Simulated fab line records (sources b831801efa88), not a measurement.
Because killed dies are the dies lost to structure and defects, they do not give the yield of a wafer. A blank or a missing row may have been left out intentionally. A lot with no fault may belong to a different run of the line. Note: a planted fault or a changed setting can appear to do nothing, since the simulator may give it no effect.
Which tool is to blame? -- flow sky130 -- 42 wafers from 14 lots sampled at 4 of the route's 708 steps

WHAT EACH GAUGE READ, for each wafer
SKY_NWELL_RS_MEAS_29: the measuring method here is four-point-probe. Usual: for NWELL_RS the level is 628.1 ohm/sq and the standard deviation is 1.4.
lot,measured,on,NWELL_RS (ohm/sq),flag
L511,day 5 11:09,filmMetro-03,628.3 628.5 629.6,
L512,day 5 16:23,filmMetro-01,627.0 627.9 627.0,
L514,day 6 04:00,filmMetro-02,624.0 626.2 624.8,
L515,day 6 09:47,filmMetro-01,625.6 625.4 629.0,
L520,day 7 19:24,filmMetro-01,628.5 628.9 627.0,
L521,day 7 19:50,filmMetro-03,625.8 628.7 628.1,
L522,day 8 01:27,filmMetro-02,630.0 630.3 629.3,
L523,day 8 06:57,filmMetro-01,627.2 629.1 630.8,
L527,day 9 11:11,filmMetro-01,629.4 627.6 628.4,
L530,day 10 02:12,filmMetro-02,628.6 629.4 630.5,
L531,day 10 11:42,filmMetro-02,626.6 627.8 627.8,
L532,day 10 16:12,filmMetro-01,628.4 627.7 626.6,
L533,day 10 20:31,filmMetro-02,627.0 627.8 628.2,
L534,day 11 01:35,filmMetro-01,628.4 629.0 628.9,

SKY_VT_ADJUST_LVTN_OVL_MEAS_18. Usual: for VT_ADJUST_LVTN_01_OVL the level is 0.2 nm and the standard deviation is 1.3.
lot,measured,on,VT_ADJUST_LVTN_01_OVL (nm),flag
L511,day 7 20:03,overlay-02,0.2 -0.6 0.7,
L512,day 8 01:55,overlay-01,0.7 -0.9 0.6,
L514,day 8 14:39,overlay-02,-1.7 -0.6 -2.0,
L515,day 8 20:28,overlay-02,-0.4 -0.9 -0.9,
L520,day 10 10:34,overlay-01,-1.6 1.6 0.9,
L521,day 10 10:52,overlay-01,2.1 0.6 1.9,
L522,day 10 17:51,overlay-01,-0.3 0.6 0.7,
L523,day 11 00:06,overlay-02,-0.6 1.1 0.9,
L527,day 12 06:44,overlay-01,-0.1 0.4 -1.0,
L530,day 13 00:34,overlay-01,0.2 1.2 -0.3,
L531,day 13 12:18,overlay-02,0.2 -0.2 0.4,
L532,day 13 19:30,overlay-02,-0.4 -1.8 -0.6,
L533,day 13 21:48,overlay-02,0.2 -0.5 0.0,
L534,day 14 02:53,overlay-02,3.0 2.8 2.5,

SKY_SONOS_TUNNEL_OVL_MEAS_08. Usual: for SONOS_TUNNEL_OVL the level is -1.3 nm and the standard deviation is 1.6.
lot,measured,on,SONOS_TUNNEL_OVL (nm),flag
L511,day 11 11:38,overlay-02,-1.1 -2.4 -1.8,
L512,day 11 17:08,overlay-02,-1.5 -0.5 -3.4,
L514,day 12 09:32,overlay-02,1.4 1.8 1.8,
L515,day 12 17:11,overlay-01,-2.1 -0.9 -0.6,
L520,day 14 13:01,overlay-01,-1.2 -1.0 -1.0,
L521,day 14 13:38,overlay-02,0.7 -2.1 -1.8,
L522,day 14 22:29,overlay-01,-0.8 -1.4 -1.3,
L523,day 15 04:32,overlay-01,-0.1 0.0 0.5,
L527,day 16 17:23,overlay-02,-1.9 -1.6 -1.1,
L530,day 17 12:10,overlay-02,-1.4 -0.8 -2.0,
L531,day 18 03:16,overlay-01,-3.6 -2.1 -4.0,
L532,day 18 11:05,overlay-01,-3.8 -6.5 -3.4,
L533,day 18 16:10,overlay-02,-0.1 -0.9 -1.8,
L534,day 18 20:56,overlay-02,0.7 0.5 0.0,

WHAT TOOL EACH LOT RAN ON (gives the tool, then ch and the chambers of the sampled wafers, and finally the start)
lot,SKY_SONOS_TUNNEL_SOFTBAKE_03
L511,"lithoTrack-04 ch 0, day 11 00:06"
L512,"lithoTrack-02 ch 0, day 11 05:55"
L514,"lithoTrack-02 ch 0, day 11 21:22"
L515,"lithoTrack-03 ch 0, day 12 04:30"
L520,"lithoTrack-03 ch 0, day 13 23:51"
L521,"lithoTrack-04 ch 0, day 14 01:02"
L522,"lithoTrack-03 ch 0, day 14 08:36"
L523,"lithoTrack-02 ch 0, day 14 14:32"
L527,"lithoTrack-02 ch 0, day 16 03:10"
L530,"lithoTrack-04 ch 0, day 16 22:06"
L531,"lithoTrack-04 ch 0, day 17 12:36"
L532,"lithoTrack-03 ch 0, day 17 20:18"
L533,"lithoTrack-03 ch 0, day 18 00:43"
L534,"lithoTrack-04 ch 0, day 18 05:21"
- SKY_SONOS_TUNNEL_SOFTBAKE_03: time 60 s.

AS READ BY THE TOOLS THEMSELVES (means over the sampled wafers that have a number; for cases with no such wafer, the mark the record gives instead)
SKY_SONOS_TUNNEL_SOFTBAKE_03. Usual: heaterPowerTotalW 56.59 W, standard deviation 0.042; plateTempC 89.97 C, standard deviation 0.12.
lot,tool,heaterPowerTotalW (W),plateTempC (C),flag
L511,lithoTrack-04,56.60,90.08,
L512,lithoTrack-02,56.63,89.89,
L514,lithoTrack-02,56.60,89.83,
L515,lithoTrack-03,56.60,90.03,
L520,lithoTrack-03,57.18,90.67,OFF
L521,lithoTrack-04,56.57,89.96,
L522,lithoTrack-03,57.24,90.61,OFF
L523,lithoTrack-02,56.60,89.94,
L527,lithoTrack-02,56.61,90.04,
L530,lithoTrack-04,56.59,90.13,
L531,lithoTrack-04,56.61,90.12,
L532,lithoTrack-03,56.59,90.00,
L533,lithoTrack-03,56.60,89.99,
L534,lithoTrack-04,56.60,89.96,

THE ANSWER, worked out from the rows above alone
Rule: lot off if the mean of its wafers having a number is beyond 3 standard deviations from the usual mean. A lot without any number at a reading at which 4 lots or more have one is off too. All remaining lots with rows at the step are treated as sound. First the gauges in route order, then the tools' own readings, where a lot's mean is used as printed above. The first step at which some lot is off is used, and at that step the reading that is off furthest; a lot without a number counts as furthest.
Off: L520, L522, at SKY_SONOS_TUNNEL_SOFTBAKE_03 (heaterPowerTotalW).
A tool fits if, at that step or a process step before it, it ran every lot that is off, and no sound lot after the first of them. None of those tried fits.

WHAT THE SIMULATOR HAD INSERTED
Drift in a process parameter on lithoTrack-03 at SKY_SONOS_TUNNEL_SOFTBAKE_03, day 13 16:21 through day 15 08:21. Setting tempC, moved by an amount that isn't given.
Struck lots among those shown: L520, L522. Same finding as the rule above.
